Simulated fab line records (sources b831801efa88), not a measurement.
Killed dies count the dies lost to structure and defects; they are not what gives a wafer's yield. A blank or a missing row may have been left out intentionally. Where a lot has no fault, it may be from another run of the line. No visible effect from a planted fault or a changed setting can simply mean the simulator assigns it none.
A lot that was struck, set against a sound lot | flow gf180mcu | 15 steps out of a route of 602
Sound: the wafers L997.1, L997.2, L997.4. The struck wafers were L102.1, L102.3, L102.4. The cause is given at the end.
Order at every step that has rows: each side's tool, ch and its chambers, its first start. Under that, the readings that differ: sound wafers | struck wafers | difference of the means | sigmas: that difference in standard deviations of wafers without a fault.
alike: same words and numbers on both sides, and readings whose means sit less than 2 such deviations apart. not compared: any withheld reading, any reading some wafer has no value for, any bound like >300 that may hide the same value, and any number with overlapping values for which the record gives no deviation.
Wherever a step has rows on one side only, a row that says differs or no value, or a row with sigmas, the two part there. When numbers do not overlap yet have no deviation, they are printed without sigmas and do not part them. Lack of a reading on every wafer of one side parts them only where that side has two or more wafers.

GF_SAB_CD_MEAS_09: target cd 420 nm.
  sound: cdSem-02 at day 15 12:57; struck: cdSem-02 at day 17 15:36
  alike: cdNm
GF_SAB_OVL_MEAS_10:
  sound: overlay-02 at day 15 13:04; struck: overlay-02 at day 17 15:43
  alike: SAB_OVL
then, 2 steps without rows for these wafers: GF_SAB_ETCH_11 (etches SiO2 in C4F8/O2/Ar, target depth 55 nm, time 8.5 s); GF_SAB_WET_ETCH_12 (etches SiO2 in dHF, target depth 22 nm, time 440 s).
GF_SAB_STRIP_13: strips in O2/N2.
  sound on plasmaAsher-04 ch 0,1, day 15 13:16; struck on plasmaAsher-03 ch 0,1, day 17 15:55
  alike: drypumpMotorCurrentA, heaterPowerW, oesProductAu, stripTimeToEndpointS
  not compared: rfHoursCounterH
then, 2 steps without rows for these wafers: GF_SALICIDE_CLEAN_00 (cleans in SC1/SC2, time 150 s); GF_SALICIDE_WET_ETCH_01 (etches SiO2 in dHF, target depth 5 nm, time 100 s).
GF_SALICIDE_SPUTTER_02: material Co, target thk 10 nm, time 20 s.
  sound: pvdSputter-01 at day 15 13:31; struck: pvdSputter-04 at day 17 16:07
  alike: cathodeDcPowerW, chamberPressurePa, throttleValvePct
GF_SALICIDE_SPUTTER_03: material TiN, target thk 20 nm, time 16.7 s.
  sound: pvdSputter-01 at day 15 13:32; struck: pvdSputter-04 at day 17 16:08
  alike: cathodeDcPowerW, chamberPressurePa, throttleValvePct
GF_SALICIDE_RS_MEAS_04: the measuring method here is four-point-probe.
  sound: filmMetro-04 at day 15 13:34; struck: filmMetro-02 at day 17 16:10
  alike: SALICIDE_TIN_RS
GF_SALICIDE_THK_MEAS_05: measures by xrf.
  sound: filmMetro-04 at day 15 13:41; struck: filmMetro-02 at day 17 16:17
  alike: SALICIDE_TIN_THK
GF_SALICIDE_RTA_06: time 30 s.
  sound on rtpAnneal-02 ch 0, day 15 13:44; struck on rtpAnneal-01 ch 0, day 17 16:21
reading          | sound          | struck         | difference | sigmas
lampPowerPct (%) | 7.02 7.03 7.02 | 6.61 6.62 6.62 | -0.41      | -2
  alike: wafer_temp_C_max
GF_SALICIDE_WET_ETCH_07: etches the open film in SPM, target depth 120 nm.
  sound on wetBench-04 ch 1, day 15 13:50; struck on wetBench-04 ch 0, day 17 16:27
reading                                    | sound | struck           | difference | sigmas
model.Co_of_SALICIDE_SPUTTER_02.thkNm (nm) | 0 0 0 | 10.2 9.879 9.911 | +10.0      | 
GF_SALICIDE_RTA_08: time 30 s.
  sound on rtpAnneal-01 ch 0, day 15 14:01; struck on rtpAnneal-02 ch 0, day 17 16:32
  alike: lampPowerPct, wafer_temp_C_max
-- the record jumps here: 13 days lie between the struck wafers' starts before and after (it left off in module SALICIDE and takes up again in module PASSIVATION, whose first step shown is number 602 of the route) --
GF_PASSIVATION_PROBE_99:
  the record has rows for the struck wafers here (prober-02, day 31 04:07) and none for the sound ones

WHERE THEY PART
Last at GF_PASSIVATION_PROBE_99 as far as this record goes, first at GF_SALICIDE_RTA_06.

WHY: whatever the simulator had introduced
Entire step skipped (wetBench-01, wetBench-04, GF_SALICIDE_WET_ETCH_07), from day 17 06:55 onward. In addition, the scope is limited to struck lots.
